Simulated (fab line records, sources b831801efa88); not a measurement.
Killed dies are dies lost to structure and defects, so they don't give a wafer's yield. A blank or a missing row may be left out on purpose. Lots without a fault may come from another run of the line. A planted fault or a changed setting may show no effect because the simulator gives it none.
Which tool did it? | flow gf180mcu | 6 lots, 18 wafers sampled, at 3 steps of a route of 602

WHAT THE GAUGES READ, wafer by wafer
GF_V2_CD_MEAS_14: target cd 260 nm.
lot  | measured     | on        | cd_nm (nm)
L898 | day 22 08:09 | cd_sem-02 | 261.2 262.1 261.4
L905 | day 24 16:08 | cd_sem-02 | 259.0 259.3 258.5
L907 | day 25 09:29 | cd_sem-02 | 258.8 258.6 258.6
L909 | day 26 03:17 | cd_sem-02 | 260.9 260.0 259.8
L911 | day 26 14:27 | cd_sem-01 | 269.1 269.9 270.6
L915 | day 28 03:19 | cd_sem-01 | 260.3 261.6 261.8

WHICH TOOL RAN EACH LOT (tool, then ch and the chambers of the sampled wafers, then the start)
lot  | GF_V2_CVD_02                    | GF_V2_COAT_09
L898 | pecvd-02 ch 0,1, day 21 07:34   | litho_track-03 ch 0, day 21 20:00
L905 | pecvd-02 ch 1,2, day 23 17:36   | litho_track-01 ch 0, day 24 04:00
L907 | pecvd-04 ch 0,2, day 24 11:02   | litho_track-01 ch 0, day 24 22:00
L909 | pecvd-04 ch 0,2, day 25 05:11   | litho_track-02 ch 0, day 25 16:00
L911 | pecvd-04 ch 0,1, day 25 16:34   | litho_track-03 ch 0, day 26 03:00
L915 | pecvd-01 ch 0,1,2, day 27 06:38 | litho_track-02 ch 0, day 27 17:00
- GF_V2_CVD_02: deposits SiO2 from TEOS, target thk 850 nm, time 94.851 s.
- GF_V2_COAT_09: resist thk 1000 nm.

THE ANSWER, worked out from the rows above alone
Rule: what is usual is taken from the lots themselves. Put in order of their means at a reading, lots are off if they are a third of the lots or fewer, leave a main group of 4 or more, and stand apart from it by a gap of 3 or more times the standard deviation of the main group's means; of several such gaps the widest counts. A main group whose means are all the same, to the digits that the tables above print for the reading, isn't used. A lot without any number at a reading at which 4 lots or more have one is off too. The other lots that the step has rows for count as sound.
Off: L911, at GF_V2_CD_MEAS_14 (cd_nm). The main group: mean 260.1 nm, standard deviation 1.2.
A tool fits if, at a process step before that reading, it ran every lot that is off, and no sound lot after the first of them. The gauges at GF_V2_CD_MEAS_14 are tried like those tools. Can't be told from this: 2 tools fit, pecvd-04 at GF_V2_CVD_02, litho_track-03 at GF_V2_COAT_09.

WHAT THE SIMULATOR HAD PUT IN
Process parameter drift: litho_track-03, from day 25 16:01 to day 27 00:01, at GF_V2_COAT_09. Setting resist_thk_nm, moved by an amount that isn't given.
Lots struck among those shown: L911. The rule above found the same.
